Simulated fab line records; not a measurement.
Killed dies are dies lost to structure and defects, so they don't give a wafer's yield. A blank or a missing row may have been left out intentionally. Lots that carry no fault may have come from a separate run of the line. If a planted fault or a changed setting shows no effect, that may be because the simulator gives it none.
A struck lot beside a sound one || flow sky130 || 15 out of 708 route steps
Sound: the wafers L338.2, L338.3, L338.5. Struck: wafers L342.2, L342.3, L342.5. At the end, the cause is stated.
At each step with rows: each side's tool, then ch and its chambers, then its first start. Under that, the readings that differ: sound wafers || struck wafers || difference of the means || sigmas: that difference in standard deviations of wafers without a fault.
alike: readings whose means differ by less than 2 such deviations, and words and numbers that are the same on both sides. not compared: withheld readings, readings that some wafer has no value for, bounds like >300 that may hide the same value, and numbers for which the record gives no deviation and whose values overlap.
The two part at a step that has a row with sigmas, a row that says differs or no value, or rows on one side only. Numbers that have no deviation but don't overlap get no sigmas and don't part them. A reading missing from all wafers of one side parts the sides only when that side holds two or more wafers.

first, 4 steps without rows for these wafers: SKY_VIA2_SOFTBAKE_08 (time 90 s); SKY_VIA2_EXPOSE_09 (exposes mask VIM2, target cd 200 nm); SKY_VIA2_PEB_10; SKY_VIA2_DEVELOP_11 (develop time 60 s).
SKY_VIA2_CD_MEAS_12: target cd 200 nm.
  sound on cd_sem-01 at day 37 04:17; struck on cd_sem-01 at day 39 00:15
  alike: cd_nm
SKY_VIA2_OVL_MEAS_13:
  sound on overlay-02 at day 37 04:23; struck on overlay-01 at day 39 00:21
  alike: VIA2_OVL
SKY_VIA2_ETCH_14: etches BARC in N2/H2, stops on SiO2, time 45.9 s, target depth 60 nm.
  sound on rie_diel-03 ch 0,3, day 37 04:25; struck on rie_diel-01 ch 0,2,3, day 39 00:23
  alike: drypump_motor_current_A, oes_product_au, throttle_valve_pct
  not compared: rf_hours_counter_h
SKY_VIA2_ETCH_15: etches SiO2 in C4F8/O2/Ar, stops on TiN, target depth 546 nm, time 84 s.
  sound on rie_diel-03 ch 0,3, day 37 04:28; struck on rie_diel-01 ch 0,2,3, day 39 00:25
  alike: oes_product_au
  not compared: rf_hours_counter_h
SKY_VIA2_STRIP_16: strips in O2/N2.
  sound on plasma_asher-03 ch 0,1, day 37 04:31; struck on plasma_asher-03 ch 0,1, day 39 00:29
{"reading": "strip_time_to_endpoint_s (s)", "sound": "4.10 4.10 4.13", "struck": "4.00 4.00 4.04", "difference": -0.10, "sigmas": -2}
  alike: drypump_motor_current_A, oes_product_au
  not compared: rf_hours_counter_h
then, 3 steps without rows for these wafers: SKY_VIA2_STRIP_17 (strips in post etch residue remover, time 1200 s); SKY_VIA2_CLEAN_18 (cleans in IPA, time 180 s); SKY_VIA2_CLEAN_19 (cleans in O3/DIW).
SKY_VIA2_SPUTTER_20: material TiN, target thk 20 nm, time 80 s.
  sound on pvd_sputter-03 at day 37 05:08; struck on pvd_sputter-04 at day 39 01:07
  no value came back on the struck wafers for cathode_dc_power_W (W), chamber_pressure_pa (Pa), throttle_valve_pct (%); on the sound wafers cathode_dc_power_W (W) reads 4000.1 3999.3 4001.2
SKY_VIA2_CVD_21: deposits W, target thk 420 nm, time 126.4 s.
  sound on cvd_w-01 ch 0,1, day 37 05:11; struck on cvd_w-01 ch 0, day 39 01:13
  alike: heater_power_w
-- the record jumps here: 9 days lie between the struck wafers' starts before and after (it left off in module VIA2 and takes up again in module PAD_OPEN, whose first step shown is number 708 of the route) --
SKY_PAD_OPEN_PROBE_99:
  sound on prober-02 at day 46 13:43; struck on prober-01 at day 48 01:17
{"reading": "hold", "sound": "- - -", "struck": "await_dispo/1.4h/release await_dispo/1.4h/release await_dispo/1.4h/release", "difference": "no value on the sound wafers", "sigmas": ""}
{"reading": "defect_limited_yield (%)", "sound": "81.7 81.5 82.5", "struck": "0 0 0", "difference": -82, "sigmas": -46}
{"reading": "killed_at_M0_to_M3", "sound": "49 50 37", "struck": "442 449 454", "difference": "+403", "sigmas": "+64"}
{"reading": "killed_dies", "sound": "90 91 86", "struck": "492 492 492", "difference": "+403", "sigmas": "+46"}
{"reading": "killed_on_rim", "sound": "18 21 16", "struck": "96 96 96", "difference": "+78", "sigmas": "+21"}
{"reading": "sort_bin_5_function (%)", "sound": "11.0 9.6 11.0", "struck": "92.9 93.1 94.3", "difference": "+82.9", "sigmas": "+64"}
{"reading": "sort_n_pass", "sound": "402 401 406", "struck": "0 0 0", "difference": -403, "sigmas": -46}
{"reading": "sort_yield_pct (%)", "sound": "81.7 81.5 82.5", "struck": "0 0 0", "difference": -82, "sigmas": -46}
  alike: killed_at_M4_up, killed_at_contacts, killed_at_front_end, killed_at_other, killed_open, killed_short, sort_bin_3_pad_short, sort_bin_6_memory

## WHERE THEY PART
At SKY_VIA2_STRIP_16 first; at SKY_PAD_OPEN_PROBE_99 last (within this record only).

WHY: the cause the simulator had injected
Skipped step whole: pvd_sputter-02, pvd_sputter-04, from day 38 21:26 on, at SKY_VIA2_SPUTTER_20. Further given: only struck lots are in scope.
